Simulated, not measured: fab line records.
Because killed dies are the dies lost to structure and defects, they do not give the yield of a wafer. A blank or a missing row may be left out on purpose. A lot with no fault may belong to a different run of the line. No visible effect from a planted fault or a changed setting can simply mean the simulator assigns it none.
fab line records / flow gf180mcu
[record] lots = 13 wafers = 39 last_day = 34
route steps=602 shown MIM@506 V5@541
lots that met no fault: taken from a fault-free run of the same line
start_h: start of the lot's first displayed wafer, in hours after the record's first day / wait_h: hours since the lot's step before / " identical to the entry in the row above / L1.1+2: several wafers, shown together as one row / - either no value or no given start / * or withheld: withheld / < > ~ a bound
route shown NAME@n: a module of which the file shows steps, and the number in the route of the first / usual: the fault-free wafers' mean and standard deviation / same: alike in all rows / chamber/n: place in a boat / sites: the reading at each site / _std_site: the standard deviation of these / _edge_site: the outer-site mean with the inner-site mean subtracted / radius_mm: for every site, how far away it sits from the centre of the wafer / mask NAME#n: copy n / behind: tool/chamber where the wafer was last shaped / hold: the reason the lot was held/the length of the hold in hours/how it ended / device: names the non-switching transistor (n, p or np) / end of line: tests run on the same wafers once the route is complete / a step with no rows: only its recipe / killed: not the wafer's yield, but the dies lost to structure and defects at the first sort / map: a wafer's dies, marking killed ones x, the rest . and places with no die _
set.NAME: the setting that was run; set.NAME@STEP: the one run at that earlier step / model.NAME: the simulator's own value behind a step, which no gauge read
steps of the route over a sample of lots; a table a step, a row a wafer
services: a tool's chamber out of use, with start hour (start_h, from the record's first day; less than 0 if before it), hours out, and reason
[[steps]]
[step GF_MIM_SPUTTER_03]
[recipe] material = Ti target_thk_nm = 10 substrate_temp_c = 300 chamber_pressure_pa = 0.3 power_w = 3000 time_s = 6.7
[usual] cathode_dc_power_W = 2999.9/0.56 chamber_pressure_pa = 0.3001/0.0006 throttle_valve_pct = 29.2/0.93
lot.wafer=L861.2 tool=pvd_sputter-01 chamber=- start_h=555.86 wait_h=0.0 cathode_dc_power_W=2999.8 chamber_pressure_pa=0.3000 throttle_valve_pct=29.2
lot.wafer=L861.4 tool=pvd_sputter-01 chamber=- start_h=555.86 wait_h=0.0 cathode_dc_power_W=3000.2 chamber_pressure_pa=0.3004 throttle_valve_pct=27.5
lot.wafer=L861.6 tool=pvd_sputter-01 chamber=- start_h=555.86 wait_h=0.0 cathode_dc_power_W=3001.0 chamber_pressure_pa=0.3002 throttle_valve_pct=28.8
lot.wafer=L862.1 tool=pvd_sputter-04 chamber=- start_h=566.20 wait_h=0.0 cathode_dc_power_W=2999.9 chamber_pressure_pa=0.2996 throttle_valve_pct=29.6
lot.wafer=L862.3 tool=pvd_sputter-04 chamber=- start_h=566.20 wait_h=0.0 cathode_dc_power_W=3000.3 chamber_pressure_pa=0.2990 throttle_valve_pct=28.6
lot.wafer=L862.6 tool=pvd_sputter-04 chamber=- start_h=566.20 wait_h=0.0 cathode_dc_power_W=3000.5 chamber_pressure_pa=0.3006 throttle_valve_pct=29.9
lot.wafer=L863.3 tool=pvd_sputter-01 chamber=- start_h=582.42 wait_h=0.0 cathode_dc_power_W=3000.0 chamber_pressure_pa=0.3000 throttle_valve_pct=28.7
lot.wafer=L863.5 tool=pvd_sputter-01 chamber=- start_h=582.42 wait_h=0.0 cathode_dc_power_W=2999.2 chamber_pressure_pa=0.2987 throttle_valve_pct=30.4
lot.wafer=L863.6 tool=pvd_sputter-01 chamber=- start_h=582.42 wait_h=0.0 cathode_dc_power_W=3001.5 chamber_pressure_pa=0.2999 throttle_valve_pct=28.6
lot.wafer=L864.1 tool=pvd_sputter-01 chamber=- start_h=594.01 wait_h=0.0 cathode_dc_power_W=2998.9 chamber_pressure_pa=0.2998 throttle_valve_pct=28.7
lot.wafer=L864.2 tool=pvd_sputter-01 chamber=- start_h=594.01 wait_h=0.0 cathode_dc_power_W=3000.6 chamber_pressure_pa=0.2999 throttle_valve_pct=27.0
lot.wafer=L864.4 tool=pvd_sputter-01 chamber=- start_h=594.01 wait_h=0.0 cathode_dc_power_W=2999.1 chamber_pressure_pa=0.3000 throttle_valve_pct=27.4
lot.wafer=L865.2 tool=pvd_sputter-01 chamber=- start_h=601.26 wait_h=0.0 cathode_dc_power_W=2998.9 chamber_pressure_pa=0.2816 throttle_valve_pct=31.3
lot.wafer=L865.5 tool=pvd_sputter-01 chamber=- start_h=601.26 wait_h=0.0 cathode_dc_power_W=3000.4 chamber_pressure_pa=0.2813 throttle_valve_pct=28.4
lot.wafer=L865.6 tool=pvd_sputter-01 chamber=- start_h=601.26 wait_h=0.0 cathode_dc_power_W=3000.3 chamber_pressure_pa=0.2815 throttle_valve_pct=29.6
lot.wafer=L866.3 tool=pvd_sputter-01 chamber=- start_h=609.02 wait_h=0.0 cathode_dc_power_W=3000.9 chamber_pressure_pa=0.2817 throttle_valve_pct=29.6
lot.wafer=L866.4 tool=pvd_sputter-01 chamber=- start_h=609.02 wait_h=0.0 cathode_dc_power_W=2999.9 chamber_pressure_pa=0.2818 throttle_valve_pct=30.6
lot.wafer=L866.5 tool=pvd_sputter-01 chamber=- start_h=609.02 wait_h=0.0 cathode_dc_power_W=3000.1 chamber_pressure_pa=0.2812 throttle_valve_pct=30.2
lot.wafer=L876.1 tool=pvd_sputter-01 chamber=- start_h=678.69 wait_h=0.0 cathode_dc_power_W=2999.7 chamber_pressure_pa=0.2999 throttle_valve_pct=27.4
lot.wafer=L876.3 tool=pvd_sputter-01 chamber=- start_h=678.69 wait_h=0.0 cathode_dc_power_W=3000.2 chamber_pressure_pa=0.3001 throttle_valve_pct=29.4
lot.wafer=L876.5 tool=pvd_sputter-01 chamber=- start_h=678.69 wait_h=0.0 cathode_dc_power_W=2998.8 chamber_pressure_pa=0.2984 throttle_valve_pct=29.2
lot.wafer=L878.1 tool=pvd_sputter-01 chamber=- start_h=693.80 wait_h=0.0 cathode_dc_power_W=2999.9 chamber_pressure_pa=0.3008 throttle_valve_pct=30.2
lot.wafer=L878.2 tool=pvd_sputter-01 chamber=- start_h=693.80 wait_h=0.0 cathode_dc_power_W=2999.3 chamber_pressure_pa=0.3002 throttle_valve_pct=27.6
lot.wafer=L878.6 tool=pvd_sputter-01 chamber=- start_h=693.80 wait_h=0.0 cathode_dc_power_W=2999.8 chamber_pressure_pa=0.3007 throttle_valve_pct=30.4
lot.wafer=L879.1 tool=pvd_sputter-04 chamber=- start_h=702.01 wait_h=0.0 cathode_dc_power_W=2999.4 chamber_pressure_pa=0.2990 throttle_valve_pct=30.0
lot.wafer=L879.2 tool=pvd_sputter-04 chamber=- start_h=702.01 wait_h=0.0 cathode_dc_power_W=3000.5 chamber_pressure_pa=0.3003 throttle_valve_pct=29.8
lot.wafer=L879.6 tool=pvd_sputter-04 chamber=- start_h=702.01 wait_h=0.0 cathode_dc_power_W=2999.4 chamber_pressure_pa=0.3003 throttle_valve_pct=29.6
lot.wafer=L880.1 tool=pvd_sputter-01 chamber=- start_h=706.09 wait_h=0.0 cathode_dc_power_W=3000.0 chamber_pressure_pa=0.2984 throttle_valve_pct=29.3
lot.wafer=L880.3 tool=pvd_sputter-01 chamber=- start_h=706.09 wait_h=0.0 cathode_dc_power_W=2999.9 chamber_pressure_pa=0.3010 throttle_valve_pct=27.5
lot.wafer=L880.5 tool=pvd_sputter-01 chamber=- start_h=706.09 wait_h=0.0 cathode_dc_power_W=3000.1 chamber_pressure_pa=0.2989 throttle_valve_pct=29.4
lot.wafer=L881.1 tool=pvd_sputter-04 chamber=- start_h=714.04 wait_h=0.0 cathode_dc_power_W=3000.1 chamber_pressure_pa=0.3006 throttle_valve_pct=28.3
lot.wafer=L881.4 tool=pvd_sputter-04 chamber=- start_h=714.04 wait_h=0.0 cathode_dc_power_W=2999.2 chamber_pressure_pa=0.2997 throttle_valve_pct=29.2
lot.wafer=L881.6 tool=pvd_sputter-04 chamber=- start_h=714.04 wait_h=0.0 cathode_dc_power_W=3000.5 chamber_pressure_pa=0.3008 throttle_valve_pct=29.3
lot.wafer=L882.1 tool=pvd_sputter-04 chamber=- start_h=720.30 wait_h=0.0 cathode_dc_power_W=3000.4 chamber_pressure_pa=0.3003 throttle_valve_pct=29.1
lot.wafer=L882.4 tool=pvd_sputter-04 chamber=- start_h=720.30 wait_h=0.0 cathode_dc_power_W=2999.1 chamber_pressure_pa=0.3009 throttle_valve_pct=29.8
lot.wafer=L882.6 tool=pvd_sputter-04 chamber=- start_h=720.30 wait_h=0.0 cathode_dc_power_W=3000.8 chamber_pressure_pa=0.3021 throttle_valve_pct=30.0
lot.wafer=L884.2 tool=pvd_sputter-03 chamber=- start_h=726.31 wait_h=0.0 cathode_dc_power_W=3000.5 chamber_pressure_pa=0.3009 throttle_valve_pct=28.7
lot.wafer=L884.3 tool=pvd_sputter-03 chamber=- start_h=726.31 wait_h=0.0 cathode_dc_power_W=2999.7 chamber_pressure_pa=0.3001 throttle_valve_pct=30.7
lot.wafer=L884.4 tool=pvd_sputter-03 chamber=- start_h=726.31 wait_h=0.0 cathode_dc_power_W=3000.1 chamber_pressure_pa=0.3002 throttle_valve_pct=29.6
[step GF_MIM_SPUTTER_09]
[recipe] material = TiN target_thk_nm = 35 power_w = 6500 time_s = 29.2 chamber_pressure_pa = 0.4
[usual] cathode_dc_power_W = 6499.9/1.1 chamber_pressure_pa = 0.4001/0.00084 throttle_valve_pct = 29.3/0.81
lot.wafer=L861.2 tool=pvd_sputter-01 chamber=- start_h=556.08 wait_h=0.0 cathode_dc_power_W=6498.8 chamber_pressure_pa=0.4006 throttle_valve_pct=27.6
lot.wafer=L861.4 tool=pvd_sputter-01 chamber=- start_h=556.08 wait_h=0.0 cathode_dc_power_W=6499.7 chamber_pressure_pa=0.3997 throttle_valve_pct=30.4
lot.wafer=L861.6 tool=pvd_sputter-01 chamber=- start_h=556.08 wait_h=0.0 cathode_dc_power_W=6499.7 chamber_pressure_pa=0.3989 throttle_valve_pct=28.7
lot.wafer=L862.1 tool=pvd_sputter-01 chamber=- start_h=566.42 wait_h=0.0 cathode_dc_power_W=6499.5 chamber_pressure_pa=0.4009 throttle_valve_pct=28.7
lot.wafer=L862.3 tool=pvd_sputter-01 chamber=- start_h=566.42 wait_h=0.0 cathode_dc_power_W=6500.8 chamber_pressure_pa=0.4018 throttle_valve_pct=30.4
lot.wafer=L862.6 tool=pvd_sputter-01 chamber=- start_h=566.42 wait_h=0.0 cathode_dc_power_W=6499.9 chamber_pressure_pa=0.4007 throttle_valve_pct=29.3
lot.wafer=L863.3 tool=pvd_sputter-04 chamber=- start_h=582.64 wait_h=0.0 cathode_dc_power_W=6500.4 chamber_pressure_pa=0.3996 throttle_valve_pct=28.8
lot.wafer=L863.5 tool=pvd_sputter-04 chamber=- start_h=582.64 wait_h=0.0 cathode_dc_power_W=6499.1 chamber_pressure_pa=0.3993 throttle_valve_pct=30.0
lot.wafer=L863.6 tool=pvd_sputter-04 chamber=- start_h=582.64 wait_h=0.0 cathode_dc_power_W=6499.3 chamber_pressure_pa=0.3989 throttle_valve_pct=30.0
lot.wafer=L864.1 tool=pvd_sputter-01 chamber=- start_h=594.23 wait_h=0.0 cathode_dc_power_W=6499.9 chamber_pressure_pa=0.3994 throttle_valve_pct=27.7
lot.wafer=L864.2 tool=pvd_sputter-01 chamber=- start_h=594.23 wait_h=0.0 cathode_dc_power_W=6500.8 chamber_pressure_pa=0.4004 throttle_valve_pct=30.4
lot.wafer=L864.4 tool=pvd_sputter-01 chamber=- start_h=594.23 wait_h=0.0 cathode_dc_power_W=6499.0 chamber_pressure_pa=0.4013 throttle_valve_pct=28.6
lot.wafer=L865.2 tool=pvd_sputter-04 chamber=- start_h=601.49 wait_h=0.0 cathode_dc_power_W=6499.7 chamber_pressure_pa=0.3997 throttle_valve_pct=29.7
lot.wafer=L865.5 tool=pvd_sputter-04 chamber=- start_h=601.49 wait_h=0.0 cathode_dc_power_W=6504.2 chamber_pressure_pa=0.4010 throttle_valve_pct=29.6
lot.wafer=L865.6 tool=pvd_sputter-04 chamber=- start_h=601.49 wait_h=0.0 cathode_dc_power_W=6499.3 chamber_pressure_pa=0.3995 throttle_valve_pct=28.6
lot.wafer=L866.3 tool=pvd_sputter-04 chamber=- start_h=609.25 wait_h=0.0 cathode_dc_power_W=6501.3 chamber_pressure_pa=0.4013 throttle_valve_pct=29.8
lot.wafer=L866.4 tool=pvd_sputter-04 chamber=- start_h=609.25 wait_h=0.0 cathode_dc_power_W=6500.1 chamber_pressure_pa=0.4000 throttle_valve_pct=29.1
lot.wafer=L866.5 tool=pvd_sputter-04 chamber=- start_h=609.25 wait_h=0.0 cathode_dc_power_W=6499.7 chamber_pressure_pa=0.3993 throttle_valve_pct=29.9
lot.wafer=L876.1 tool=pvd_sputter-04 chamber=- start_h=678.91 wait_h=0.0 cathode_dc_power_W=6501.0 chamber_pressure_pa=0.4010 throttle_valve_pct=29.1
lot.wafer=L876.3 tool=pvd_sputter-04 chamber=- start_h=678.91 wait_h=0.0 cathode_dc_power_W=6500.8 chamber_pressure_pa=0.3993 throttle_valve_pct=30.0
lot.wafer=L876.5 tool=pvd_sputter-04 chamber=- start_h=678.91 wait_h=0.0 cathode_dc_power_W=6501.6 chamber_pressure_pa=0.3990 throttle_valve_pct=29.9
lot.wafer=L878.1 tool=pvd_sputter-04 chamber=- start_h=694.02 wait_h=0.0 cathode_dc_power_W=6500.8 chamber_pressure_pa=0.4006 throttle_valve_pct=28.8
lot.wafer=L878.2 tool=pvd_sputter-04 chamber=- start_h=694.02 wait_h=0.0 cathode_dc_power_W=6498.7 chamber_pressure_pa=0.4007 throttle_valve_pct=29.3
lot.wafer=L878.6 tool=pvd_sputter-04 chamber=- start_h=694.02 wait_h=0.0 cathode_dc_power_W=6500.0 chamber_pressure_pa=0.4009 throttle_valve_pct=30.2
lot.wafer=L879.1 tool=pvd_sputter-01 chamber=- start_h=702.23 wait_h=0.0 cathode_dc_power_W=6499.6 chamber_pressure_pa=0.4001 throttle_valve_pct=29.5
lot.wafer=L879.2 tool=pvd_sputter-01 chamber=- start_h=702.23 wait_h=0.0 cathode_dc_power_W=6501.4 chamber_pressure_pa=0.4005 throttle_valve_pct=28.9
lot.wafer=L879.6 tool=pvd_sputter-01 chamber=- start_h=702.23 wait_h=0.0 cathode_dc_power_W=6498.7 chamber_pressure_pa=0.4011 throttle_valve_pct=27.6
lot.wafer=L880.1 tool=pvd_sputter-04 chamber=- start_h=706.31 wait_h=0.0 cathode_dc_power_W=6499.8 chamber_pressure_pa=0.4006 throttle_valve_pct=30.0
lot.wafer=L880.3 tool=pvd_sputter-04 chamber=- start_h=706.31 wait_h=0.0 cathode_dc_power_W=6501.7 chamber_pressure_pa=0.4007 throttle_valve_pct=29.0
lot.wafer=L880.5 tool=pvd_sputter-04 chamber=- start_h=706.31 wait_h=0.0 cathode_dc_power_W=6499.1 chamber_pressure_pa=0.4009 throttle_valve_pct=29.8
lot.wafer=L881.1 tool=pvd_sputter-03 chamber=- start_h=714.26 wait_h=0.0 cathode_dc_power_W=6498.1 chamber_pressure_pa=0.4002 throttle_valve_pct=30.7
lot.wafer=L881.4 tool=pvd_sputter-03 chamber=- start_h=714.26 wait_h=0.0 cathode_dc_power_W=6498.1 chamber_pressure_pa=0.3995 throttle_valve_pct=28.8
lot.wafer=L881.6 tool=pvd_sputter-03 chamber=- start_h=714.26 wait_h=0.0 cathode_dc_power_W=6499.9 chamber_pressure_pa=0.4020 throttle_valve_pct=29.1
lot.wafer=L882.1 tool=pvd_sputter-03 chamber=- start_h=720.52 wait_h=0.0 cathode_dc_power_W=6499.5 chamber_pressure_pa=0.4005 throttle_valve_pct=28.8
lot.wafer=L882.4 tool=pvd_sputter-03 chamber=- start_h=720.52 wait_h=0.0 cathode_dc_power_W=6500.8 chamber_pressure_pa=0.4026 throttle_valve_pct=28.7
lot.wafer=L882.6 tool=pvd_sputter-03 chamber=- start_h=720.52 wait_h=0.0 cathode_dc_power_W=6499.0 chamber_pressure_pa=0.3998 throttle_valve_pct=29.1
lot.wafer=L884.2 tool=pvd_sputter-04 chamber=- start_h=726.53 wait_h=0.0 cathode_dc_power_W=6498.0 chamber_pressure_pa=0.4001 throttle_valve_pct=29.8
lot.wafer=L884.3 tool=pvd_sputter-04 chamber=- start_h=726.53 wait_h=0.0 cathode_dc_power_W=6501.0 chamber_pressure_pa=0.4003 throttle_valve_pct=29.1
lot.wafer=L884.4 tool=pvd_sputter-04 chamber=- start_h=726.53 wait_h=0.0 cathode_dc_power_W=6499.4 chamber_pressure_pa=0.4001 throttle_valve_pct=28.7
[step GF_V5_THK_MEAS_01]
[recipe] reads = SiO2_of_V5_CVD_00
[usual] V5_CVD_00_THK = 299/3.5
lot.wafer=L861.2 tool=film_metro-04 chamber=- start_h=600.55 wait_h=0.0 V5_CVD_00_THK[nm]=298
lot.wafer=L861.4 tool=film_metro-04 chamber=- start_h=600.55 wait_h=0.0 V5_CVD_00_THK[nm]=298
lot.wafer=L861.6 tool=film_metro-04 chamber=- start_h=600.55 wait_h=0.0 V5_CVD_00_THK[nm]=304
lot.wafer=L862.1 tool=film_metro-04 chamber=- start_h=610.22 wait_h=0.0 V5_CVD_00_THK[nm]=291
lot.wafer=L862.3 tool=film_metro-04 chamber=- start_h=610.22 wait_h=0.0 V5_CVD_00_THK[nm]=296
lot.wafer=L862.6 tool=film_metro-04 chamber=- start_h=610.22 wait_h=0.0 V5_CVD_00_THK[nm]=299
lot.wafer=L863.3 tool=film_metro-01 chamber=- start_h=625.12 wait_h=0.0 V5_CVD_00_THK[nm]=300
lot.wafer=L863.5 tool=film_metro-01 chamber=- start_h=625.12 wait_h=0.0 V5_CVD_00_THK[nm]=300
lot.wafer=L863.6 tool=film_metro-01 chamber=- start_h=625.12 wait_h=0.0 V5_CVD_00_THK[nm]=299
lot.wafer=L864.1 tool=film_metro-02 chamber=- start_h=635.84 wait_h=0.0 V5_CVD_00_THK[nm]=295
lot.wafer=L864.2 tool=film_metro-02 chamber=- start_h=635.84 wait_h=0.0 V5_CVD_00_THK[nm]=298
lot.wafer=L864.4 tool=film_metro-02 chamber=- start_h=635.84 wait_h=0.0 V5_CVD_00_THK[nm]=302
lot.wafer=L865.2 tool=film_metro-02 chamber=- start_h=644.41 wait_h=0.0 V5_CVD_00_THK[nm]=297
lot.wafer=L865.5 tool=film_metro-02 chamber=- start_h=644.41 wait_h=0.0 V5_CVD_00_THK[nm]=295
lot.wafer=L865.6 tool=film_metro-02 chamber=- start_h=644.41 wait_h=0.0 V5_CVD_00_THK[nm]=295
lot.wafer=L866.3 tool=film_metro-04 chamber=- start_h=651.05 wait_h=0.0 V5_CVD_00_THK[nm]=293
lot.wafer=L866.4 tool=film_metro-04 chamber=- start_h=651.05 wait_h=0.0 V5_CVD_00_THK[nm]=295
lot.wafer=L866.5 tool=film_metro-04 chamber=- start_h=651.05 wait_h=0.0 V5_CVD_00_THK[nm]=295
lot.wafer=L876.1 tool=film_metro-01 chamber=- start_h=716.50 wait_h=0.0 V5_CVD_00_THK[nm]=305
lot.wafer=L876.3 tool=film_metro-01 chamber=- start_h=716.50 wait_h=0.0 V5_CVD_00_THK[nm]=295
lot.wafer=L876.5 tool=film_metro-01 chamber=- start_h=716.50 wait_h=0.0 V5_CVD_00_THK[nm]=295
lot.wafer=L878.1 tool=film_metro-01 chamber=- start_h=731.35 wait_h=0.0 V5_CVD_00_THK[nm]=299
lot.wafer=L878.2 tool=film_metro-01 chamber=- start_h=731.35 wait_h=0.0 V5_CVD_00_THK[nm]=304
lot.wafer=L878.6 tool=film_metro-01 chamber=- start_h=731.35 wait_h=0.0 V5_CVD_00_THK[nm]=298
lot.wafer=L879.1 tool=film_metro-04 chamber=- start_h=738.26 wait_h=0.0 V5_CVD_00_THK[nm]=294
lot.wafer=L879.2 tool=film_metro-04 chamber=- start_h=738.26 wait_h=0.0 V5_CVD_00_THK[nm]=298
lot.wafer=L879.6 tool=film_metro-04 chamber=- start_h=738.26 wait_h=0.0 V5_CVD_00_THK[nm]=295
lot.wafer=L880.1 tool=film_metro-04 chamber=- start_h=742.55 wait_h=0.0 V5_CVD_00_THK[nm]=299
lot.wafer=L880.3 tool=film_metro-04 chamber=- start_h=742.55 wait_h=0.0 V5_CVD_00_THK[nm]=297
lot.wafer=L880.5 tool=film_metro-04 chamber=- start_h=742.55 wait_h=0.0 V5_CVD_00_THK[nm]=298
lot.wafer=L881.1 tool=film_metro-01 chamber=- start_h=749.24 wait_h=0.0 V5_CVD_00_THK[nm]=296
lot.wafer=L881.4 tool=film_metro-01 chamber=- start_h=749.24 wait_h=0.0 V5_CVD_00_THK[nm]=299
lot.wafer=L881.6 tool=film_metro-01 chamber=- start_h=749.24 wait_h=0.0 V5_CVD_00_THK[nm]=297
lot.wafer=L882.1 tool=film_metro-04 chamber=- start_h=755.20 wait_h=0.0 V5_CVD_00_THK[nm]=301
lot.wafer=L882.4 tool=film_metro-04 chamber=- start_h=755.20 wait_h=0.0 V5_CVD_00_THK[nm]=299
lot.wafer=L882.6 tool=film_metro-04 chamber=- start_h=755.20 wait_h=0.0 V5_CVD_00_THK[nm]=300
lot.wafer=L884.2 tool=film_metro-04 chamber=- start_h=762.15 wait_h=0.0 V5_CVD_00_THK[nm]=301
lot.wafer=L884.3 tool=film_metro-04 chamber=- start_h=762.15 wait_h=0.0 V5_CVD_00_THK[nm]=303
lot.wafer=L884.4 tool=film_metro-04 chamber=- start_h=762.15 wait_h=0.0 V5_CVD_00_THK[nm]=300
[step GF_V5_RS_MEAS_24]
[recipe] thk_meas_gauge = four-point-probe reads = W_of_V5_CVD_23+TiN_of_V5_SPUTTER_22+Ti_of_V5_SPUTTER_21
[usual] V5_W_RS = 0.330/0.0042
lot.wafer=L861.2 tool=film_metro-01 chamber=- start_h=623.03 wait_h=0.1 V5_W_RS[ohm/sq]=0.334
lot.wafer=L861.4 tool=film_metro-01 chamber=- start_h=623.03 wait_h=0.1 V5_W_RS[ohm/sq]=0.336
lot.wafer=L861.6 tool=film_metro-01 chamber=- start_h=623.03 wait_h=0.1 V5_W_RS[ohm/sq]=0.332
lot.wafer=L862.1 tool=film_metro-02 chamber=- start_h=631.74 wait_h=0.2 V5_W_RS[ohm/sq]=0.326
lot.wafer=L862.3 tool=film_metro-02 chamber=- start_h=631.74 wait_h=0.2 V5_W_RS[ohm/sq]=0.331
lot.wafer=L862.6 tool=film_metro-02 chamber=- start_h=631.74 wait_h=0.2 V5_W_RS[ohm/sq]=0.325
lot.wafer=L863.3 tool=film_metro-04 chamber=- start_h=647.14 wait_h=0.1 V5_W_RS[ohm/sq]=0.324
lot.wafer=L863.5 tool=film_metro-04 chamber=- start_h=647.14 wait_h=0.1 V5_W_RS[ohm/sq]=0.323
lot.wafer=L863.6 tool=film_metro-04 chamber=- start_h=647.14 wait_h=0.1 V5_W_RS[ohm/sq]=0.326
lot.wafer=L864.1 tool=film_metro-04 chamber=- start_h=656.71 wait_h=0.1 V5_W_RS[ohm/sq]=0.320
lot.wafer=L864.2 tool=film_metro-04 chamber=- start_h=656.71 wait_h=0.1 V5_W_RS[ohm/sq]=0.323
lot.wafer=L864.4 tool=film_metro-04 chamber=- start_h=656.71 wait_h=0.1 V5_W_RS[ohm/sq]=0.321
lot.wafer=L865.2 tool=film_metro-04 chamber=- start_h=665.77 wait_h=0.1 V5_W_RS[ohm/sq]=0.329
lot.wafer=L865.5 tool=film_metro-04 chamber=- start_h=665.77 wait_h=0.1 V5_W_RS[ohm/sq]=0.327
lot.wafer=L865.6 tool=film_metro-04 chamber=- start_h=665.77 wait_h=0.1 V5_W_RS[ohm/sq]=0.327
lot.wafer=L866.3 tool=film_metro-04 chamber=- start_h=672.31 wait_h=0.1 V5_W_RS[ohm/sq]=0.327
lot.wafer=L866.4 tool=film_metro-04 chamber=- start_h=672.31 wait_h=0.1 V5_W_RS[ohm/sq]=0.327
lot.wafer=L866.5 tool=film_metro-04 chamber=- start_h=672.31 wait_h=0.1 V5_W_RS[ohm/sq]=0.327
lot.wafer=L876.1 tool=film_metro-02 chamber=- start_h=735.61 wait_h=0.1 V5_W_RS[ohm/sq]=0.330
lot.wafer=L876.3 tool=film_metro-02 chamber=- start_h=735.61 wait_h=0.1 V5_W_RS[ohm/sq]=0.330
lot.wafer=L876.5 tool=film_metro-02 chamber=- start_h=735.61 wait_h=0.1 V5_W_RS[ohm/sq]=0.333
lot.wafer=L878.1 tool=film_metro-04 chamber=- start_h=749.26 wait_h=0.1 V5_W_RS[ohm/sq]=0.324
lot.wafer=L878.2 tool=film_metro-04 chamber=- start_h=749.26 wait_h=0.1 V5_W_RS[ohm/sq]=0.330
lot.wafer=L878.6 tool=film_metro-04 chamber=- start_h=749.26 wait_h=0.1 V5_W_RS[ohm/sq]=0.323
lot.wafer=L879.1 tool=film_metro-02 chamber=- start_h=757.74 wait_h=0.1 V5_W_RS[ohm/sq]=0.333
lot.wafer=L879.2 tool=film_metro-02 chamber=- start_h=757.74 wait_h=0.1 V5_W_RS[ohm/sq]=0.328
lot.wafer=L879.6 tool=film_metro-02 chamber=- start_h=757.74 wait_h=0.1 V5_W_RS[ohm/sq]=0.331
lot.wafer=L880.1 tool=film_metro-02 chamber=- start_h=760.77 wait_h=0.1 V5_W_RS[ohm/sq]=0.337
lot.wafer=L880.3 tool=film_metro-02 chamber=- start_h=760.77 wait_h=0.1 V5_W_RS[ohm/sq]=0.335
lot.wafer=L880.5 tool=film_metro-02 chamber=- start_h=760.77 wait_h=0.1 V5_W_RS[ohm/sq]=0.341
lot.wafer=L881.1 tool=film_metro-02 chamber=- start_h=767.65 wait_h=0.1 V5_W_RS[ohm/sq]=0.330
lot.wafer=L881.4 tool=film_metro-02 chamber=- start_h=767.65 wait_h=0.1 V5_W_RS[ohm/sq]=0.336
lot.wafer=L881.6 tool=film_metro-02 chamber=- start_h=767.65 wait_h=0.1 V5_W_RS[ohm/sq]=0.332
lot.wafer=L882.1 tool=film_metro-01 chamber=- start_h=772.10 wait_h=0.1 V5_W_RS[ohm/sq]=0.332
lot.wafer=L882.4 tool=film_metro-01 chamber=- start_h=772.10 wait_h=0.1 V5_W_RS[ohm/sq]=0.335
lot.wafer=L882.6 tool=film_metro-01 chamber=- start_h=772.10 wait_h=0.1 V5_W_RS[ohm/sq]=0.335
lot.wafer=L884.2 tool=film_metro-04 chamber=- start_h=780.06 wait_h=0.1 V5_W_RS[ohm/sq]=0.329
lot.wafer=L884.3 tool=film_metro-04 chamber=- start_h=780.06 wait_h=0.1 V5_W_RS[ohm/sq]=0.331
lot.wafer=L884.4 tool=film_metro-04 chamber=- start_h=780.06 wait_h=0.1 V5_W_RS[ohm/sq]=0.330
[[services]]
tool=pvd_sputter-03 chamber=- start_h=535.00 hours=60.1 kind=repair
tool=pvd_sputter-01 chamber=- start_h=539.82 hours=2.8 kind=repair
tool=pvd_sputter-04 chamber=- start_h=542.78 hours=23.0 kind=repair
tool=pvd_sputter-03 chamber=- start_h=566.19 hours=1.2 kind=repair
tool=pvd_sputter-03 chamber=- start_h=597.70 hours=2.3 kind=repair
tool=pvd_sputter-04 chamber=- start_h=610.78 hours=15.8 kind=repair
tool=pvd_sputter-04 chamber=- start_h=635.39 hours=3.9 kind=repair
tool=pvd_sputter-04 chamber=- start_h=671.37 hours=1.3 kind=repair
tool=pvd_sputter-01 chamber=- start_h=715.87 hours=4.1 kind=repair
[[key]]
[first_sign] step = GF_MIM_SPUTTER_03 reading = chamber_pressure_pa direction = down sigmas = 31 usual = 0.3001 struck = 0.2815
effect none on later readings
met_at GF_MIM_SPUTTER_03
struck_lots L865,L866
not_acting_at GF_MIM_SPUTTER_09,GF_V5_THK_MEAS_01,GF_V5_RS_MEAS_24
onset_between 594.01 601.26
[fault] kind = process_parameter_drift tool = pvd_sputter-01 chamber = - onset_h = 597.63 steps = GF_MIM_SPUTTER_03 channel = chamber_pressure_pa offset = -0.018523 shape = step end_h = 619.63 acts_in = these_recipes_only stated = 0.3
